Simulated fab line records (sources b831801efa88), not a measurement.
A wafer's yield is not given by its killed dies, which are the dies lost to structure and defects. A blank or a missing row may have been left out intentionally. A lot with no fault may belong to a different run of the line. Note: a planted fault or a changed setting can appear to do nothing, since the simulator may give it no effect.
Comparing a struck lot with a sound one | flow sky130 | 14 steps out of a route of 708
Sound: the wafers L692.1, L692.3, L692.6. Wafers L688.1, L688.4, L688.5 were the ones struck. The cause is given at the end.
For every step that has rows: the tool of each side, followed by ch and its chambers, followed by its first start. Under that, the readings that differ: sound wafers | struck wafers | difference of the means | sigmas: that difference in standard deviations of wafers without a fault.
alike: a reading whose means differ by less than 2 such deviations, as well as words and numbers matching on both sides. not compared: withheld readings; readings where some wafer has no value; bounds like >300 that might hide an equal value; numbers whose values overlap and for which the record gives no deviation.
A row with sigmas, a row that says differs or no value, or rows on one side alone: a step with any of these is where the two part. When numbers do not overlap yet have no deviation, they are printed without sigmas and do not part them. A reading missing from all wafers of one side parts the sides only when that side holds two or more wafers.

first, 4 steps without rows for these wafers: SKY_LDD_HVN_SOFTBAKE_03 (time 60 s); SKY_LDD_HVN_EXPOSE_04 (exposes mask HVNTM, target cd 700 nm); SKY_LDD_HVN_PEB_05; SKY_LDD_HVN_DEVELOP_06 (develop time 60 s).
SKY_LDD_HVN_OVL_MEAS_07:
  sound: overlay-01 at day 27 09:49; struck: overlay-01 at day 26 08:05
  alike: LDD_HVN_OVL
then, 1 step without rows for these wafers: SKY_LDD_HVN_IMPLANT_08.
SKY_LDD_HVN_STRIP_09: strips in O2/N2.
  sound on plasmaAsher-02 ch 0,1, day 27 09:59; struck on plasmaAsher-02 ch 0,1, day 26 08:16
  alike: drypumpMotorCurrentA, oesProductAu, stripTimeToEndpointS
  not compared: rfHoursCounterH
SKY_LDD_HVN_TW_MEAS_10:
  sound: filmMetro-03 at day 27 10:05; struck: filmMetro-02 at day 26 08:22
  alike: LDD_HVN_TW
then, 4 steps without rows for these wafers: SKY_LDD_HVP_DEHYDRATE_00 (time 60 s); SKY_LDD_HVP_HMDS_01 (prime time 60 s); SKY_LDD_HVP_COAT_02 (resist thk 300 nm); SKY_LDD_HVP_SOFTBAKE_03 (time 60 s).
SKY_LDD_HVP_EXPOSE_04: exposes mask HVPTM, target cd 700 nm.
  struck on ilineStepper-02, day 26 23:21; sound on ilineStepper-02 ch 0, day 28 00:36
  no value came back on the struck wafers for exposureDoseMJCm2, focusOffsetNm (nm), na; on the sound wafers exposureDoseMJCm2 reads 86.06 85.95 85.95
  alike: mask
then, 1 step without rows for these wafers: SKY_LDD_HVP_PEB_05.

WHERE THEY PART
At SKY_LDD_HVP_EXPOSE_04 and nowhere else, as far as this record goes.

WHY: what had been put in by the simulator
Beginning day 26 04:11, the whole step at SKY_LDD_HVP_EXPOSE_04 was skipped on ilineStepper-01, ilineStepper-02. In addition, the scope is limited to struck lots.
